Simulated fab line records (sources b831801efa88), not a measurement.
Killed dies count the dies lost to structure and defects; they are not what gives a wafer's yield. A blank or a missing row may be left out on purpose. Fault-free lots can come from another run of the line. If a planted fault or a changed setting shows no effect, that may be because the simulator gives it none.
Split-lot experiment + flow sfq-line + route with 325 steps; 5 lots, 23 wafers read

## SPLIT DETAILS
At SFQ_TRILAYER_I2_VIA_LITHO_EXPOSE_068 (exposes mask I2, target cd 500 nm), the setting dose-mj was moved away from the recipe's 21.3 on 11 of the 23 wafers read, by -4.6% to +7.0%. All remaining wafers had this setting at the recipe value.

Split to reading: the file shows no intervening step.

## THE READING
I2.cd-nm (the simulator's own value, which no gauge read), in nm, at SFQ_TRILAYER_I2_VIA_BARC_OPEN_VIA_ETCH_096 (etches BARC in O2, target depth 125 nm, time 41.7 s). The file does not state a usual value for it. Here, 12 wafers ran the recipe; their average is 500.8 nm with a standard deviation of 2.2 nm.

| wafer  | tool, chamber at the split | dose-mj as run | against the recipe | I2.cd-nm, nm | against lot-mates on the recipe |
|--------|----------------------------|----------------|--------------------|--------------|---------------------------------|
| L076.2 | krf-scanner-01, 0          | 21.3           | recipe             | 503.2        | -                               |
| L076.3 | krf-scanner-01, 0          | 21.3           | recipe             | 503.1        | -                               |
| L076.4 | krf-scanner-01, 0          | 20.5           | -3.8%              | 497.7        | -5.7                            |
| L076.5 | krf-scanner-01, 0          | 21.3           | recipe             | 503.9        | -                               |
| L076.6 | krf-scanner-01, 0          | 20.5           | -3.8%              | 497.6        | -5.8                            |
| L077.1 | krf-scanner-01, 0          | 21.3           | recipe             | 497.6        | -                               |
| L077.2 | krf-scanner-01, 0          | 22.4           | +5.2%              | 504.6        | +7.1                            |
| L077.3 | krf-scanner-01, 0          | 21.3           | recipe             | 497.4        | -                               |
| L077.4 | krf-scanner-01, 0          | 22.4           | +5.2%              | 505          | +7.5                            |
| L077.6 | krf-scanner-01, 0          | 22.4           | +5.2%              | 504.9        | +7.4                            |
| L079.2 | krf-scanner-02, 0          | 21.3           | recipe             | 501.5        | -                               |
| L079.4 | krf-scanner-02, 0          | 21.3           | recipe             | 500.3        | -                               |
| L079.6 | krf-scanner-02, 0          | 21.3           | recipe             | 500.4        | -                               |
| L082.1 | krf-scanner-01, 0          | 21.3           | recipe             | 501.5        | -                               |
| L082.3 | krf-scanner-01, 0          | 20.33          | -4.6%              | 493.4        | -9.1                            |
| L082.4 | krf-scanner-01, 0          | 20.33          | -4.6%              | 494.6        | -7.8                            |
| L082.5 | krf-scanner-01, 0          | 20.33          | -4.6%              | 496.1        | -6.3                            |
| L082.6 | krf-scanner-01, 0          | 21.3           | recipe             | 503.4        | -                               |
| L084.1 | krf-scanner-01, 0          | 21.3           | recipe             | 498.8        | -                               |
| L084.2 | krf-scanner-01, 0          | 22.79          | +7.0%              | 509.8        | +10.8                           |
| L084.3 | krf-scanner-01, 0          | 22.79          | +7.0%              | 510.3        | +11.3                           |
| L084.4 | krf-scanner-01, 0          | 21.3           | recipe             | 499.1        | -                               |
| L084.5 | krf-scanner-01, 0          | 22.79          | +7.0%              | 510.7        | +11.7                           |

FIT RESULTS
A straight line over all 23 wafers: I2.cd-nm changes by +1.16 nm for each +1% of dose-mj; r = +0.91; the points scatter about the line by 2 nm.
The same after taking each lot's own level away (the mean of its wafers on the recipe; 23 wafers): +1.58 nm for each +1%; r = +0.99; scatter 0.7 nm.
That fit puts the effect of the largest move of dose-mj on the reading at 11 nm.
Measured against the standard deviation above, the lots' own levels, which go from 497.50 to 503.40 nm, span 2.7 times it.
So the slope is not independent of the lot-to-lot level: the two fits are not the same.
Check: with one of the wafers moved furthest among these (+7.0%) left out of the fit, the line predicts +11 nm for it against its lot-mates. Against them it came out at +10.8 nm.

## OTHER SPLITS APPLIED TO THESE WAFERS
Other splits were also applied to these wafers ahead of the reading. Each is held against what the fit with the lots' levels taken away leaves over:
| other split on the same wafers                 | wafers away from the commonest value | r with I2.cd-nm (lot level and that fit taken away) |
|------------------------------------------------|--------------------------------------|-----------------------------------------------------|
| SFQ_TRILAYER_I2_CMP_CMP_064 leave-above-ref-nm | 10                                   | +0.05                                               |

## FILE'S OWN FIT
I2.cd-nm changes by +1.58 nm for each +1% of dose-mj, r = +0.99.
